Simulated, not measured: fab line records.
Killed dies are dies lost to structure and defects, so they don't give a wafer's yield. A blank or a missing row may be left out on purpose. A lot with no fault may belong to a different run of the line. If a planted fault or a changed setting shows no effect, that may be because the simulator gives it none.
Matching of chambers / flow sfq_line / cmp-01 running SFQ_TRILAYER_I0_CMP_CMP_028: 4 sister chambers
The step polishes SiO2. 8 wafers are shown with their chamber, then 7 later ones without.

WAFERS, EACH WITH ITS CHAMBER
wafer=L296.3; chamber=2; motor_current_A (A)=11.4; platen_rpm (rpm)=59.95
wafer=L299.2; chamber=3; motor_current_A (A)=9.8; platen_rpm (rpm)=60.00
wafer=L299.5; chamber=0; motor_current_A (A)=10.1; platen_rpm (rpm)=60.01
wafer=L302.4; chamber=2; motor_current_A (A)=11.1; platen_rpm (rpm)=60.00
wafer=L309.4; chamber=1; motor_current_A (A)=8.7; platen_rpm (rpm)=60.04
wafer=L309.3; chamber=3; motor_current_A (A)=9.1; platen_rpm (rpm)=60.00
wafer=L309.6; chamber=0; motor_current_A (A)=10.2; platen_rpm (rpm)=60.11
wafer=L311.3; chamber=1; motor_current_A (A)=9.0; platen_rpm (rpm)=59.97

WAFERS WITHOUT THEIR CHAMBER
wafer=L311.4; motor_current_A (A)=10.2; platen_rpm (rpm)=59.98
wafer=L317.2; motor_current_A (A)=9.5; platen_rpm (rpm)=59.96
wafer=L317.4; motor_current_A (A)=10.1; platen_rpm (rpm)=59.92
wafer=L317.6; motor_current_A (A)=10.7; platen_rpm (rpm)=60.01
wafer=L318.1; motor_current_A (A)=9.9; platen_rpm (rpm)=60.03
wafer=L318.2; motor_current_A (A)=9.3; platen_rpm (rpm)=60.00
wafer=L318.3; motor_current_A (A)=11.0; platen_rpm (rpm)=60.05

EACH ONE'S CHAMBER
wafer=L311.4; from the rows above=can't be placed: 0 or 3 or 2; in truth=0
wafer=L317.2; from the rows above=can't be placed: 3 or 1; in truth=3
wafer=L317.4; from the rows above=can't be placed: 3 or 0 or 2 or 1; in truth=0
wafer=L317.6; from the rows above=can't be placed: 2 or 0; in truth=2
wafer=L318.1; from the rows above=can't be placed: 0 or 3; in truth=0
wafer=L318.2; from the rows above=can't be placed: 3 or 1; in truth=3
wafer=L318.3; from the rows above=can't be placed: 2 or 0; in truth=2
Placed correctly: 0 of 7. Not placeable from these rows: 7 (in 7, the candidates include the true chamber). 0 placed wrongly.
How it was worked out, from the rows above alone: a wafer's distance from a chamber is the root of the sum, over the readings, of the square of ((its reading less the chamber's mean) divided by the reading's scatter). If the next closest chamber is less than 2 further off than the closest, the wafer can't be placed; otherwise it belongs to the closest. For every chamber, the mean is computed from those of its wafers that are shown. The scatter: the root of (the sum of the squares of (reading less its chamber's mean) over the shown wafers, divided by (wafers less chambers)).
